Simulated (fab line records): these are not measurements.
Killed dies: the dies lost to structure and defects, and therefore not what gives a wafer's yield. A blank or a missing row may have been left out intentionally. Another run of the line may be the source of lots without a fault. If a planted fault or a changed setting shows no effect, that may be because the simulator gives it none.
The tool behind it: which one?	flow sfq line	Sampling: 6 lots, 17 wafers, 5 of 325 route steps

## WHAT EACH GAUGE READ, for each wafer
SFQ_I7_BOW_MEAS_946.
lot	measured	on	I7_BOW (um)
L693	day 69 15:13	film metro-01	5 10 7
L696	day 70 05:30	film metro-02	22 14 5
L699	day 77 13:10	film metro-03	3 5 1
L704	day 78 13:11	film metro-03	8 8
L712	day 79 11:27	film metro-03	38 29 27
L714	day 79 18:32	film metro-01	-9 -2 -5

## WHAT TOOL EACH LOT RAN ON (gives the tool, then ch and the chambers of the sampled wafers, and finally the start)
lot	SFQ_TRILAYER_L0_VIA_STRIP_STRIP_017	SFQ_TRILAYER_I1_VIA_LITHO_COAT_054	SFQ_TRILAYER_M3_STRIP_STRIP_079	SFQ_TRILAYER_I3_METRO_MEASURE_083
L693	rie metal-01 ch 0,1, day 7 09:21	litho track-03 ch 0, day 23 09:28	rie metal-04 ch 0,1, day 40 14:12	film metro-01, day 40 22:42
L696	rie metal-03 ch 1, day 8 17:22	litho track-01 ch 0, day 25 04:19	rie metal-04 ch 0,1, day 40 21:24	film metro-01, day 41 08:05
L699	rie metal-04 ch 0,1, day 9 05:22	litho track-03 ch 0, day 26 16:47	rie metal-04 ch 0,1, day 41 04:36	film metro-03, day 41 16:30
L704	rie metal-03 ch 0,1, day 10 05:47	litho track-02 ch 0, day 28 07:20	rie metal-04 ch 0,1, day 43 10:24	film metro-04, day 44 00:40
L712	rie metal-03 ch 0,1, day 13 21:31	litho track-03 ch 0, day 33 13:26	rie metal-03 ch 0,1, day 50 10:12	film metro-01, day 50 21:32
L714	rie metal-04 ch 1, day 14 14:02	litho track-02 ch 0, day 34 02:56	rie metal-02 ch 0,1, day 51 05:11	film metro-03, day 51 09:21
- SFQ_TRILAYER_L0_VIA_STRIP_STRIP_017: strips in O2.
- SFQ_TRILAYER_I1_VIA_LITHO_COAT_054: resist thk 62 nm.
- SFQ_TRILAYER_M3_STRIP_STRIP_079: strips in O2.
- SFQ_TRILAYER_I3_METRO_MEASURE_083

## THE ANSWER, worked out from the rows above alone
Rule: the usual values come from the lots themselves. Put in order of their means at a reading, lots are off if they are a third of the lots or fewer, leave a main group of 4 or more, and stand apart from it by a gap of 3 or more times the standard deviation of the main group's means; of several such gaps the widest counts. If all means in a main group match to the digits the tables above print for the reading, that group is not used. Also off: a lot with no number at a reading for which 4 or more lots have one. The other lots that the step has rows for count as sound.
None of the lots is off at any reading shown; this tells nothing.

## WHAT THE SIMULATOR HAD PUT IN
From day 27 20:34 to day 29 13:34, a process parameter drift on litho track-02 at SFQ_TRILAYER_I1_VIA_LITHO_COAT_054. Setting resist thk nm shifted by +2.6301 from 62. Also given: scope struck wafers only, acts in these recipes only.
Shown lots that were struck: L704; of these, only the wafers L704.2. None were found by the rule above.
